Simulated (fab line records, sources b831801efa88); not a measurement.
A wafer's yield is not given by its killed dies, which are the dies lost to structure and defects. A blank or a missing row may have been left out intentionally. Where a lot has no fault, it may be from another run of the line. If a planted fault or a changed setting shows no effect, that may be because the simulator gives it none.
Chamber matching / flow sky130 / SKY_CAP2M_CVD_00 on pecvd-02: 3 sister chambers
The step deposits SiO2, target thk 15.5 nm. 6 wafers are shown with their chamber, then 8 later ones without.

== WAFERS WITH THEIR CHAMBER ==
wafer=L083.1; chamber=0; heaterPowerW (W)=638; susceptorTempC (C)=400.19
wafer=L083.6; chamber=1; heaterPowerW (W)=665; susceptorTempC (C)=400.20
wafer=L084.1; chamber=2; heaterPowerW (W)=880; susceptorTempC (C)=400.05
wafer=L084.3; chamber=1; heaterPowerW (W)=697; susceptorTempC (C)=400.04
wafer=L084.4; chamber=2; heaterPowerW (W)=891; susceptorTempC (C)=400.17
wafer=L089.2; chamber=0; heaterPowerW (W)=652; susceptorTempC (C)=400.36

== WAFERS WITHOUT THEIR CHAMBER ==
wafer=L089.3; heaterPowerW (W)=769; susceptorTempC (C)=399.97
wafer=L089.6; heaterPowerW (W)=640; susceptorTempC (C)=400.49
wafer=L090.2; heaterPowerW (W)=696; susceptorTempC (C)=400.32
wafer=L090.3; heaterPowerW (W)=676; susceptorTempC (C)=400.16
wafer=L090.4; heaterPowerW (W)=657; susceptorTempC (C)=400.07
wafer=L092.1; heaterPowerW (W)=887; susceptorTempC (C)=400.28
wafer=L092.2; heaterPowerW (W)=700; susceptorTempC (C)=399.79
wafer=L092.4; heaterPowerW (W)=743; susceptorTempC (C)=399.89

== WHICH CHAMBER EACH WENT THROUGH ==
wafer=L089.3; from the rows above=can't be placed: 1 or 2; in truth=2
wafer=L089.6; from the rows above=0; in truth=0
wafer=L090.2; from the rows above=can't be placed: 1 or 0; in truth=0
wafer=L090.3; from the rows above=can't be placed: 1 or 0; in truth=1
wafer=L090.4; from the rows above=can't be placed: 1 or 0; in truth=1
wafer=L092.1; from the rows above=2; in truth=2
wafer=L092.2; from the rows above=1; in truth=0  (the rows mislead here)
wafer=L092.4; from the rows above=1; in truth=1
Correctly placed: 3 of 8. These rows do not allow placing 4 (true chamber among the candidates in 4). Wrongly placed: 1.
How it was worked out, from the rows above alone: a wafer's distance from a chamber is the root of the sum, over the readings, of the square of ((its reading less the chamber's mean) divided by the reading's scatter). If the next closest chamber is less than 2 further off than the closest, the wafer can't be placed; otherwise it belongs to the closest. For every chamber, the mean is computed from those of its wafers that are shown. The scatter: the root of (the sum of the squares of (reading less its chamber's mean) over the shown wafers, divided by (wafers less chambers)).
